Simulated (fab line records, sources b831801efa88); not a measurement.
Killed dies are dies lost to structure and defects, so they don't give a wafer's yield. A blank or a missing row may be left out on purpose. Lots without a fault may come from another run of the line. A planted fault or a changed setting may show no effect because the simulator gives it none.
fab line records | flow sky130
record lots=12 wafers=33 last_day=50
route steps=708 shown FIELD_ISO@15 NWELL@76 SONOS_ONO@169 SPACER@306 POLY_CUT@318
lots that met no fault: from a run of the same line without faults
start_h: hours from the record's first day to the start of the lot's first wafer shown | wait_h: hours since the lot's step before | " the same as in the row above | L1.1+2: a row that stands for several wafers | - no value, or no start given | * or withheld: withheld | < > ~ a bound
route shown NAME@n: a module of which the file shows steps, and the number in the route of the first | usual: mean/standard deviation of fault-free wafers | same: alike in all rows | chamber/n: place in a boat | sites: the reading at each site | _std_site: their standard deviation | _edge_site: outer sites' mean less inner sites' | radius_mm: how far each site lies from the wafer's centre | mask NAME#n: copy n | behind: the tool/chamber that last shaped the wafer | hold: why the lot was held/for how many hours/how that ended | device: the transistor (n, p or np) that didn't switch | end of line: the same wafers' tests at the end of the route | a step without rows: its recipe alone | killed: dies lost to structure and defects at the first sort, not the wafer's yield | map: a wafer's dies, x killed, . not, _ none there
set.NAME: the setting as run; set.NAME@STEP: as run at that earlier step | model.NAME: the simulator's own value behind a step, which no gauge read
steps of the route over a sample of lots; a table a step, a row a wafer
services: from which hour (start_h, from the record's first day; less than 0 if before it) a tool's chamber was out of use, for how many hours, and why
## steps
# step SKY_FIELD_ISO_ETCH_14
# recipe chemistry=N2/H2 target=BARC ion_energy_ev=200 source_w=500 bias_w=100 pressure_mtorr=30 n2_flow_sccm=100 h2_flow_sccm=200 stop_on=SiO2 time_s=45.9 target_depth_a=600
# usual drypump_motor_current_A=5.7/0.44 oes_product_au=0.855/0.0045 throttle_valve_pct=13.225/0.0084
# columns lot.wafer tool chamber start_h wait_h drypump_motor_current_A oes_product_au rf_hours_counter_h throttle_valve_pct
L305.1 rie_diel-01 3 27.23 0.1 5.5 0.857 30 13.225
L305.2 " 2 " " 5.5 0.861 83 13.222
L305.3 " 1 " " 5.8 0.848 21 13.218
L306.1 rie_diel-01 3 33.93 0.1 5.5 0.855 30 13.240
L306.2 " 1 " " 5.8 0.857 21 13.211
L306.5 " 2 " " 5.5 0.853 - 13.227
L308.2 rie_diel-02 3 46.73 0.1 6.2 0.854 102 13.226
L308.3 " 2 " " 5.7 0.855 162 13.213
L308.5 " 2 " " 5.7 0.859 - 13.221
L311.1 rie_diel-01 3 65.63 0.1 5.5 0.862 31 13.223
L311.4 " 2 " " 5.5 0.862 84 13.224
L311.5 " 2 " " 5.5 0.852 - 13.239
L310.4 rie_diel-02 3 66.13 0.0 6.2 0.852 102 13.228
L310.5 " 1 " " 5.3 0.859 - 13.222
L310.6 " 0 " " 5.4 0.849 - 13.225
L312.2 rie_diel-02 3 71.40 0.1 6.2 0.860 102 13.231
L312.4 " 1 " " 5.3 0.850 6 13.245
L312.5 " 0 " " 5.4 0.860 - 13.222
L316.5 rie_diel-03 3 84.47 0.0 5.2 0.854 - 13.237
L316.6 " 2 " " 6.3 0.860 - 13.223
L317.3 rie_diel-02 1 93.68 0.1 5.3 0.848 6 13.224
L317.5 " 0 " " 5.4 0.849 - 13.219
L321.3 rie_diel-02 3 111.73 0.1 6.2 0.862 103 13.234
L321.6 " 0 " " 5.5 0.859 - 13.229
L324.1 rie_diel-01 2 127.14 0.1 5.5 0.853 85 13.231
L324.3 " 1 " " 5.8 0.848 23 13.229
L324.6 " 3 " " 5.5 0.855 - 13.228
L325.1 rie_diel-03 2 133.99 0.1 6.3 0.850 23 13.211
L325.3 " 3 " " 5.2 0.855 110 13.216
L325.6 " 2 " " 6.3 0.854 - 13.226
L326.2 rie_diel-01 1 141.44 0.1 5.8 0.853 24 13.228
L326.4 " 2 " " 5.5 0.866 86 13.233
L326.5 " 2 " " 5.5 0.866 - 13.241
# step SKY_NWELL_OVL_MEAS_23
# usual NWELL_01_OVL=-0.3/1.6
# columns lot.wafer tool chamber start_h wait_h NWELL_01_OVL[nm]
L305.1 overlay-02 - 99.16 - -2.3
L305.2 " - " " 0.0
L305.3 " - " " -1.4
L306.1 overlay-01 - 109.25 - -0.9
L306.2 " - " " -1.5
L306.5 " - " " -0.4
L308.2 overlay-01 - 123.82 - 0.2
L308.3 " - " " -0.3
L308.5 " - " " 0.0
L311.1 overlay-02 - 146.85 - 0.2
L311.4 " - " " 0.3
L311.5 " - " " 0.2
L310.4 overlay-01 - 148.62 - 0.2
L310.5 " - " " -2.1
L310.6 " - " " -0.2
L312.2 overlay-02 - 155.36 - 0.3
L312.4 " - " " 1.4
L312.5 " - " " 0.7
L316.5 overlay-02 - 170.49 - -3.8
L316.6 " - " " -1.6
L317.3 overlay-01 - 179.62 - -0.6
L317.5 " - " " 0.8
L321.3 overlay-01 - 201.22 - 0.6
L321.6 " - " " -0.5
L324.1 overlay-01 - 222.20 - -0.9
L324.3 " - " " -1.1
L324.6 " - " " -1.3
L325.1 overlay-01 - 228.61 - -2.9
L325.3 " - " " -3.0
L325.6 " - " " -3.2
L326.2 overlay-02 - 239.62 - 0.7
L326.4 " - " " -0.5
L326.5 " - " " -0.7
# step SKY_SONOS_ONO_THK_MEAS_01
# recipe reads=SiO2_of_SONOS_ONO_OXIDATION_00
# usual SONOS_ONO_OXIDATION_THK=2.62/0.06
# columns lot.wafer tool chamber start_h wait_h SONOS_ONO_OXIDATION_THK[nm]
L305.1 film_metro-04 - 252.09 0.0 2.57
L305.2 " - " " 2.67
L305.3 " - " " 2.54
L306.1 film_metro-02 - 264.06 0.0 2.67
L306.2 " - " " 2.57
L306.5 " - " " 2.60
L308.2 film_metro-01 - 282.95 0.0 2.65
L308.3 " - " " 2.59
L308.5 " - " " 2.60
L311.1 film_metro-02 - 311.03 0.0 2.59
L311.4 " - " " 2.61
L311.5 " - " " 2.59
L310.4 film_metro-01 - 313.92 0.0 2.67
L310.5 " - " " 2.68
L310.6 " - " " 2.71
L312.2 film_metro-01 - 322.99 0.0 2.68
L312.4 " - " " 2.62
L312.5 " - " " 2.64
L316.5 film_metro-04 - 342.77 0.0 2.67
L316.6 " - " " 2.70
L317.3 film_metro-02 - 351.28 0.0 2.51
L317.5 " - " " 2.57
L321.3 film_metro-02 - 381.79 0.0 2.58
L321.6 " - " " 2.66
L324.1 film_metro-01 - 407.89 0.0 2.70
L324.3 " - " " 2.68
L324.6 " - " " 2.67
L325.1 film_metro-02 - 418.13 0.0 2.60
L325.3 " - " " 2.69
L325.6 " - " " 2.65
L326.2 film_metro-01 - 430.69 0.0 2.58
L326.4 " - " " 2.59
L326.5 " - " " 2.59
# step SKY_SPACER_ETCHBACK_02
# recipe chemistry=CH3F/O2 target=Si3N4 stop_on=SiO2 source_w=400 bias_w=80 pressure_mtorr=25 ch3f_flow_sccm=40 O2_flow_sccm=30 time_s=46.7 target_depth_a=450
# usual drypump_motor_current_A=5.6/0.32 oes_product_au=0.857/0.007 run_length_s=75.0/0.43 throttle_valve_pct=10.564/0.01
# columns lot.wafer tool chamber start_h wait_h drypump_motor_current_A oes_product_au rf_hours_counter_h run_length_s throttle_valve_pct
L305.1 rie_diel-01 3 525.68 0.1 5.5 0.854 41 75.2 10.568
L305.2 " 0 " " 5.2 0.850 11 75.2 10.552
L305.3 " 1 " " 5.8 0.854 32 74.6 10.563
L306.1 rie_diel-04 0 548.79 0.1 6.3 0.856 9 75.3 10.575
L306.2 " 1 " " 5.8 0.841 72 74.8 10.562
L306.5 " 2 " " 5.7 0.857 - 74.1 10.565
L308.2 rie_diel-04 3 563.87 0.0 5.3 0.851 11 75.5 10.553
L308.3 " 2 " " 5.7 0.854 73 74.3 10.579
L308.5 " 0 " " 6.3 0.856 - 75.0 10.550
L311.1 rie_diel-01 2 595.26 0.1 5.5 0.862 2 75.3 10.576
L311.4 " 3 " " 5.5 0.865 42 75.7 10.564
L311.5 " 3 " " 5.5 0.866 - 75.4 10.565
L310.4 rie_diel-04 3 595.28 0.0 5.3 0.848 - 75.2 10.566
L310.5 " 0 " " 6.3 0.847 - 74.9 10.559
L310.6 " 2 " " 5.7 0.851 - 74.5 10.564
L312.2 rie_diel-01 2 612.77 0.0 5.5 0.869 2 75.8 10.561
L312.4 " 3 " " 5.5 0.860 42 74.9 10.594
L312.5 " 0 " " 5.2 0.865 - 75.4 10.567
L316.5 rie_diel-01 1 626.87 0.0 5.7 0.853 - 74.7 10.560
L316.6 " 0 " " 5.2 0.708 - 95.2 10.533
L317.3 rie_diel-01 1 637.11 0.0 5.8 0.718 34 94.8 10.543
L317.5 " 0 " " 5.2 0.859 - 75.1 10.558
L321.3 rie_diel-01 2 665.57 0.0 5.5 0.714 3 95.6 10.530
L321.6 " 2 " " 5.5 0.718 - 95.1 10.552
L324.1 rie_diel-04 0 695.19 0.1 6.3 0.845 12 74.8 10.567
L324.3 " 3 " " 5.3 0.864 14 75.4 10.579
L324.6 " 1 " " 5.8 0.845 - 74.8 10.556
L325.1 rie_diel-04 3 701.67 0.1 5.4 0.854 14 75.1 10.557
L325.3 " 0 " " 6.3 0.850 12 74.7 10.559
L325.6 " 2 " " 5.7 0.858 - 74.2 10.565
L326.2 rie_diel-02 0 712.18 0.0 5.4 0.857 6 74.9 10.577
L326.4 " 3 " " 6.2 0.854 4 75.0 10.567
L326.5 " 3 " " 6.2 0.845 - 74.9 10.560
# step SKY_POLY_CUT_ETCH_11
# recipe target=Si3N4 chemistry=CF4/CH2F2/Ar stop_on=poly-Si source_w=600 bias_w=150 pressure_mtorr=40 cf4_flow_sccm=40 ch2f2_flow_sccm=20 Ar_flow_sccm=150 time_s=42.5 target_depth_a=600
# usual ch2f2_flow_sccm=20.00/0.061 drypump_motor_current_A=5.8/0.47 oes_product_au=0.827/0.0065 throttle_valve_pct=14.994/0.0098
# columns lot.wafer tool chamber start_h wait_h ch2f2_flow_sccm drypump_motor_current_A oes_product_au rf_hours_counter_h throttle_valve_pct
L305.1 rie_diel-01 2 556.71 0.0 19.94 5.5 0.832 1 14.991
L305.2 " 1 " " 19.99 5.8 0.830 32 14.991
L305.3 " 0 " " 19.96 5.2 0.827 12 15.001
L306.1 rie_diel-01 0 578.80 0.0 20.05 5.2 0.818 12 14.988
L306.2 " 2 " " 20.02 5.5 0.818 1 14.999
L306.5 " 2 " " 20.07 5.5 0.829 - 14.984
L308.2 rie_diel-02 2 593.26 0.0 20.08 5.7 0.824 7 14.999
L308.3 " 0 " " 20.01 5.4 0.827 4 14.990
L308.5 " 2 " " 19.99 5.7 0.831 - 14.988
L311.1 rie_diel-01 0 624.61 0.0 20.03 5.2 0.835 13 14.992
L311.4 " 1 " " 20.04 5.8 0.842 34 14.991
L311.5 " 0 " " 19.98 5.2 0.835 - 14.986
L310.4 rie_diel-03 3 625.20 0.0 19.97 5.2 0.833 5 14.991
L310.5 " 2 " " 20.05 6.3 0.826 - 15.013
L310.6 " 3 " " 19.99 5.2 0.836 - 15.002
L312.2 rie_diel-03 1 641.16 0.0 19.99 6.6 0.834 9 14.990
L312.4 " 2 " " 19.97 6.3 0.826 34 14.979
L312.5 " 2 " " 19.99 6.3 0.837 - 14.981
L316.5 rie_diel-02 2 655.93 0.0 20.01 5.7 0.826 - 15.006
L316.6 " 1 " " 20.03 5.2 0.783 - 14.979
L317.3 rie_diel-02 0 665.81 0.0 20.03 5.4 0.780 5 14.996
L317.5 " 2 " " 20.00 5.7 0.820 - 14.996
L321.3 rie_diel-03 2 693.48 0.0 20.01 6.3 0.790 35 15.006
L321.6 " 2 " " 20.00 6.3 0.782 - 14.992
L324.1 rie_diel-03 0 723.40 0.0 20.03 6.2 0.836 9 14.998
L324.3 " 2 " " 20.05 6.3 0.840 36 14.970
L324.6 " 0 " " 19.92 6.2 0.827 - 14.995
L325.1 rie_diel-03 1 729.50 0.0 19.85 6.6 0.822 11 15.007
L325.3 " 2 " " 20.03 6.3 0.827 36 14.993
L325.6 " 3 " " 19.90 5.2 0.832 - 14.991
L326.2 rie_diel-01 3 740.65 0.0 20.07 5.5 0.820 45 15.001
L326.4 " 1 " " 20.13 5.7 0.820 36 15.004
L326.5 " 0 " " 19.99 5.2 0.832 - 14.991
## services
# columns tool chamber start_h hours kind
rie_diel-01 - 16.59 1.0 repair
rie_diel-02 - 29.43 15.6 pm
rie_diel-03 3 33.45 1.9 repair
rie_diel-01 - 44.50 0.3 repair
rie_diel-03 2 61.92 6.4 repair
rie_diel-02 - 86.68 2.8 pm
rie_diel-01 1 91.28 3.2 repair
rie_diel-02 3 99.58 4.0 repair
rie_diel-03 3 101.17 1.2 repair
rie_diel-03 2 147.92 2.7 repair
rie_diel-03 - 238.12 0.5 repair
rie_diel-03 - 238.63 2.8 pm
rie_diel-03 - 242.02 26.7 repair
rie_diel-02 - 286.75 14.6 pm
rie_diel-01 - 317.98 2.8 pm
rie_diel-01 2 421.74 15.9 repair
rie_diel-02 2 510.75 8.6 repair
rie_diel-01 3 556.17 18.6 repair
rie_diel-02 3 599.23 23.6 repair
rie_diel-02 1 645.93 2.3 repair
rie_diel-01 0 677.27 10.3 repair
rie_diel-01 0 689.48 22.1 repair
rie_diel-01 1 720.09 8.3 repair
rie_diel-02 3 724.93 6.5 repair
## key
first_sign step=SKY_SPACER_ETCHBACK_02 reading=run_length_s direction=up sigmas=47 usual=* struck=*
effect step=SKY_SPACER_ETCHBACK_02 reading=oes_product_au direction=down sigmas=20 usual=0.857 struck=0.715
effect step=SKY_POLY_CUT_ETCH_11 reading=oes_product_au direction=down sigmas=6.7 usual=0.827 struck=0.784
met_at SKY_SPACER_ETCHBACK_02
struck_lots L316,L317,L321
struck_wafers L316.6,L317.3,L321.3,L321.6
tester_left_out L316,L317,L321
not_acting_at SKY_FIELD_ISO_ETCH_14,SKY_NWELL_OVL_MEAS_23,SKY_SONOS_ONO_THK_MEAS_01
onset_between 612.77 626.87
fault kind=process_parameter_drift tool=rie_diel-01 chamber=- onset_h=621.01 steps=SKY_SPACER_ETCHBACK_02 channel=time_s offset=* shape=step end_h=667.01 scope=struck_wafers_only acts_in=* stated=*
# tester_left_out: of these lots the tester's yield and bins aren't shown, on N5 and GAA mostly nor the transistor test; their killed dies are dies lost to structure and defects alone, not to doping, threshold or leakage, so they don't give the yield
